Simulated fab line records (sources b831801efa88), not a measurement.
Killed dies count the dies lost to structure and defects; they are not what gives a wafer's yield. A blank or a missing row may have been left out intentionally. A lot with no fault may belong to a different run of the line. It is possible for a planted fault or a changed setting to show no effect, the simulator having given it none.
Which tool is to blame? / flow gf180mcu / 36 wafers sampled from 12 lots at 1 step of a route of 602

== WHAT EACH GAUGE READ, for each wafer ==
GF_SAB_OVL_MEAS_10.
lot=L075; measured=day 15 12:26; on=overlay-01; SAB_OVL (nm)=1.9 3.0 1.6
lot=L077; measured=day 16 00:52; on=overlay-02; SAB_OVL (nm)=-0.6 -0.1 0.6
lot=L079; measured=day 16 23:05; on=overlay-02; SAB_OVL (nm)=3.5 3.2 1.7
lot=L081; measured=day 17 13:05; on=overlay-02; SAB_OVL (nm)=2.1 3.0 3.2
lot=L083; measured=day 18 09:50; on=overlay-02; SAB_OVL (nm)=0.6 1.1 0.8
lot=L085; measured=day 19 06:52; on=overlay-01; SAB_OVL (nm)=3.5 1.5 0.3
lot=L087; measured=day 19 21:07; on=overlay-02; SAB_OVL (nm)=1.3 1.1 2.2
lot=L089; measured=day 20 23:26; on=overlay-02; SAB_OVL (nm)=1.9 3.8 3.0
lot=L091; measured=day 21 12:15; on=overlay-02; SAB_OVL (nm)=-1.4 -0.9 0.3
lot=L093; measured=day 21 22:40; on=overlay-01; SAB_OVL (nm)=3.8 2.1 3.5
lot=L095; measured=day 22 13:15; on=overlay-02; SAB_OVL (nm)=3.4 3.0 2.2
lot=L097; measured=day 23 04:29; on=overlay-01; SAB_OVL (nm)=1.6 1.9 1.7

== EACH LOT AND THE TOOL THAT RAN IT (in order: tool; ch and the chambers of the sampled wafers; start) ==
Before these readings, the record contains no process step.

== THE ANSWER, worked out from the rows above alone ==
Rule: usual is defined by the lots themselves. Put in order of their means at a reading, lots are off if they are a third of the lots or fewer, leave a main group of 4 or more, and stand apart from it by a gap of 3 or more times the standard deviation of the main group's means; of several such gaps the widest counts. The tables above print the reading to a certain number of digits; a main group whose means all agree to those digits is not used. A lot without any number at a reading at which 4 lots or more have one is off too. Any other lot the step has rows for is counted as sound.
Across all readings shown, no lot is off: no conclusion can be drawn from this.

== WHAT WAS PUT IN BY THE SIMULATOR ==
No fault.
